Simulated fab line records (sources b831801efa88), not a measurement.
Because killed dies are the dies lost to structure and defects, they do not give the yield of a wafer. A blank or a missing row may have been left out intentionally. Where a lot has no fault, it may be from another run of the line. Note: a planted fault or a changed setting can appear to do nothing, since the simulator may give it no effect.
One fault seen from 2 desks	flow gf180mcu	every desk sees just its own numbers, and what lay behind them comes last

## AT THE TOOL OWNER'S DESK: rie metal-01
The tool's own readings at GF_M4_METAL_ETCH_16 (etches the open film in Cl2/BCl3, stops on SiO2, target depth 750.8 nm, time 125.1 s): means of the sampled wafers that have a number, for each lot that ran on this tool. Any lot whose mean is over 4 standard deviations away from the usual mean is out of limits and marked OUT; that distance is given in the brackets.
Columns: A = drypump motor current A at GF_M4_METAL_ETCH_16, usual 5.7 A; B = he backside leak sccm at GF_M4_METAL_ETCH_16, usual 3.28 sccm; C = oes product au at GF_M4_METAL_ETCH_16, usual 0.990 a.u.; D = throttle valve pct at GF_M4_METAL_ETCH_16, usual 28.229 %
lot	first seen here	A	B	C	D
L162	day 23 02:58	5.8	3.19	0.992	28.222
L167	day 24 18:27	5.4	3.57	0.991	28.232
L175	day 27 11:43	5.6	3.54	0.997	28.217
L180	day 29 18:40	5.6	3.34	0.988	28.232
Finding of this desk: none of the 4 lots has anything out of limits.

## THE METROLOGY DESK
What the gauges read for every lot (on any tool): the sampled wafers with a number, averaged. Any lot whose mean is over 4 standard deviations away from the usual mean is out of limits and marked OUT; that distance is given in the brackets.
Columns: A = V5_BOW at GF_V5_BOW_MEAS_05, usual 135 um
lot	first seen here	A
L162	day 26 02:55	132
L163	day 26 08:52	145
L164	day 26 20:32	138
L165	day 27 04:25	145
L166	day 27 14:47	125
L167	day 27 15:09	137
L169	day 28 04:02	128
L171	day 28 21:52	124
L172	day 29 02:37	139
L175	day 30 03:31	137
L176	day 30 11:58	121
L180	day 32 03:58	127
Finding of this desk: none of the 12 lots has anything out of limits.

## BROUGHT TOGETHER
The tool owner's desk saw nothing out of limits.
At the metrology desk, nothing out of limits was observed.

## WHAT THE SIMULATOR PUT IN
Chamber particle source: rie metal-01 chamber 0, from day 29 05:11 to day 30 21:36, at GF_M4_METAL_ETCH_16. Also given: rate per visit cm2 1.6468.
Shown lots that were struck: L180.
